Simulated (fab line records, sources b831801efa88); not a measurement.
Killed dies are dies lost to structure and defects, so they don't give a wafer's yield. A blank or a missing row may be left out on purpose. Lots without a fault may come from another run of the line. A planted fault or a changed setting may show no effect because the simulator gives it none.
Which tool did it? | flow gf180mcu | 11 lots, 32 wafers sampled, at 5 steps of a route of 602

WHAT THE GAUGES READ, wafer by wafer
GF_TOP_METAL_RS_MEAS_05: measures by four-point-probe.
lot  | measured     | on            | TOP_METAL_ALCU_RS (ohm/sq)
L301 | day 27 07:25 | film_metro-04 | 0.0328 0.0329 0.0329
L302 | day 27 12:34 | film_metro-02 | 0.0333 0.0333 0.0334
L309 | day 29 19:36 | film_metro-04 | 0.0347 0.0326
L311 | day 30 07:34 | film_metro-02 | 0.0329 0.0328 0.0330
L314 | day 31 00:32 | film_metro-03 | 0.0335 0.0333 0.0337
L318 | day 32 05:07 | film_metro-03 | 0.0332 0.0330 0.0333
L319 | day 32 06:50 | film_metro-03 | 0.0337 0.0338 0.0334
L320 | day 32 15:56 | film_metro-02 | 0.0338 0.0333 0.0332
L321 | day 33 02:57 | film_metro-02 | 0.0331 0.0334 0.0334
L322 | day 33 05:50 | film_metro-02 | 0.0328 0.0325 0.0328
L323 | day 33 11:44 | film_metro-02 | 0.0329 0.0328 0.0330

GF_TOP_METAL_THK_MEAS_06: measures by xrf.
lot  | measured     | on            | TOP_METAL_ALCU_THK (nm)
L301 | day 27 07:31 | film_metro-04 | 917 913 916
L302 | day 27 12:40 | film_metro-02 | 882 882 885
L309 | day 29 19:43 | film_metro-04 | 859 912
L311 | day 30 07:41 | film_metro-02 | 896 900 886
L314 | day 31 00:38 | film_metro-03 | 889 896 889
L318 | day 32 05:13 | film_metro-03 | 890 898 889
L319 | day 32 06:56 | film_metro-03 | 880 872 886
L320 | day 32 16:02 | film_metro-02 | 873 885 888
L321 | day 33 03:04 | film_metro-02 | 894 883 888
L322 | day 33 05:56 | film_metro-02 | 903 908 897
L323 | day 33 11:51 | film_metro-02 | 900 899 898

WHICH TOOL RAN EACH LOT (tool, then ch and the chambers of the sampled wafers, then the start)
lot  | GF_V4_CMP_04                  | GF_MIM_SPUTTER_01            | GF_TOP_METAL_SPUTTER_02
L301 | cmp-01 ch 1,2, day 23 10:56   | pvd_sputter-01, day 24 11:13 | pvd_sputter-03, day 27 07:17
L302 | cmp-02 ch 2,3, day 23 18:54   | pvd_sputter-01, day 24 17:52 | pvd_sputter-02, day 27 12:26
L309 | cmp-02 ch 0,2, day 26 06:49   | pvd_sputter-02, day 27 05:13 | pvd_sputter-03, day 29 19:31
L311 | cmp-02 ch 0,1,3, day 26 19:52 | pvd_sputter-04, day 27 18:11 | pvd_sputter-01, day 30 07:29
L314 | cmp-01 ch 1,2,3, day 27 15:55 | pvd_sputter-04, day 28 13:29 | pvd_sputter-01, day 31 00:24
L318 | cmp-02 ch 0,3, day 28 23:58   | pvd_sputter-02, day 29 20:43 | pvd_sputter-02, day 32 05:00
L319 | cmp-02 ch 0,2,3, day 29 03:36 | pvd_sputter-01, day 30 00:05 | pvd_sputter-02, day 32 06:43
L320 | cmp-01 ch 0,2,3, day 29 13:01 | pvd_sputter-01, day 30 09:47 | pvd_sputter-02, day 32 15:48
L321 | cmp-02 ch 0,1,2, day 30 00:41 | pvd_sputter-01, day 30 20:23 | pvd_sputter-01, day 33 02:50
L322 | cmp-02 ch 1,2,3, day 30 04:01 | pvd_sputter-04, day 31 00:02 | pvd_sputter-03, day 33 05:43
L323 | cmp-01 ch 1,2,3, day 30 10:44 | pvd_sputter-02, day 31 07:06 | pvd_sputter-02, day 33 11:38
- GF_V4_CMP_04: polishes SiO2.
- GF_MIM_SPUTTER_01: material TiN, target thk 30 nm, time 25 s.
- GF_TOP_METAL_SPUTTER_02: material AlCu, target thk 900 nm, time 47.82 s.

WHAT THE TOOLS THEMSELVES READ (means of the sampled wafers that have a number; where no wafer has one, the mark that the record gives instead)
GF_V4_CMP_04.
lot  | tool   | motor_current_A (A) | time_to_endpoint_s (s)
L301 | cmp-01 | 13.2                | 88
L302 | cmp-02 | 13.9                | 79
L309 | cmp-02 | 12.3                | 72
L311 | cmp-02 | 10.8                | 72
L314 | cmp-01 | 13.2                | 81
L318 | cmp-02 | 11.3                | 73
L319 | cmp-02 | 12.3                | 77
L320 | cmp-01 | 12.3                | 81
L321 | cmp-02 | 11.7                | 77
L322 | cmp-02 | 11.7                | 78
L323 | cmp-01 | 13.2                | 80

GF_MIM_SPUTTER_01.
lot  | tool           | throttle_valve_pct (%)
L301 | pvd_sputter-01 | 31.4
L302 | pvd_sputter-01 | 30.0
L309 | pvd_sputter-02 | 29.3
L311 | pvd_sputter-04 | 29.9
L314 | pvd_sputter-04 | 29.7
L318 | pvd_sputter-02 | 29.2
L319 | pvd_sputter-01 | 31.0
L320 | pvd_sputter-01 | 31.3
L321 | pvd_sputter-01 | 30.6
L322 | pvd_sputter-04 | 30.5
L323 | pvd_sputter-02 | 29.4

GF_TOP_METAL_SPUTTER_02.
lot  | tool           | throttle_valve_pct (%)
L301 | pvd_sputter-03 | 31.5
L302 | pvd_sputter-02 | 29.2
L309 | pvd_sputter-03 | 30.6
L311 | pvd_sputter-01 | 30.6
L314 | pvd_sputter-01 | 31.2
L318 | pvd_sputter-02 | 29.4
L319 | pvd_sputter-02 | 29.5
L320 | pvd_sputter-02 | 29.2
L321 | pvd_sputter-01 | 30.2
L322 | pvd_sputter-03 | 30.4
L323 | pvd_sputter-02 | 29.1

THE ANSWER, worked out from the rows above alone
Rule: what is usual is taken from the lots themselves. Put in order of their means at a reading, lots are off if they are a third of the lots or fewer, leave a main group of 4 or more, and stand apart from it by a gap of 3 or more times the standard deviation of the main group's means; of several such gaps the widest counts. A main group whose means are all the same, to the digits that the tables above print for the reading, isn't used. A lot without any number at a reading at which 4 lots or more have one is off too. The other lots that the step has rows for count as sound. The gauges are gone through in route order, then the tools' own readings, and for those a lot's mean is taken as printed above. The first step at which some lot is off is used, and at that step the reading that is off furthest; a lot without a number counts as furthest.
No lot is off at any reading shown: from this, nothing can be told.

WHAT THE SIMULATOR HAD PUT IN
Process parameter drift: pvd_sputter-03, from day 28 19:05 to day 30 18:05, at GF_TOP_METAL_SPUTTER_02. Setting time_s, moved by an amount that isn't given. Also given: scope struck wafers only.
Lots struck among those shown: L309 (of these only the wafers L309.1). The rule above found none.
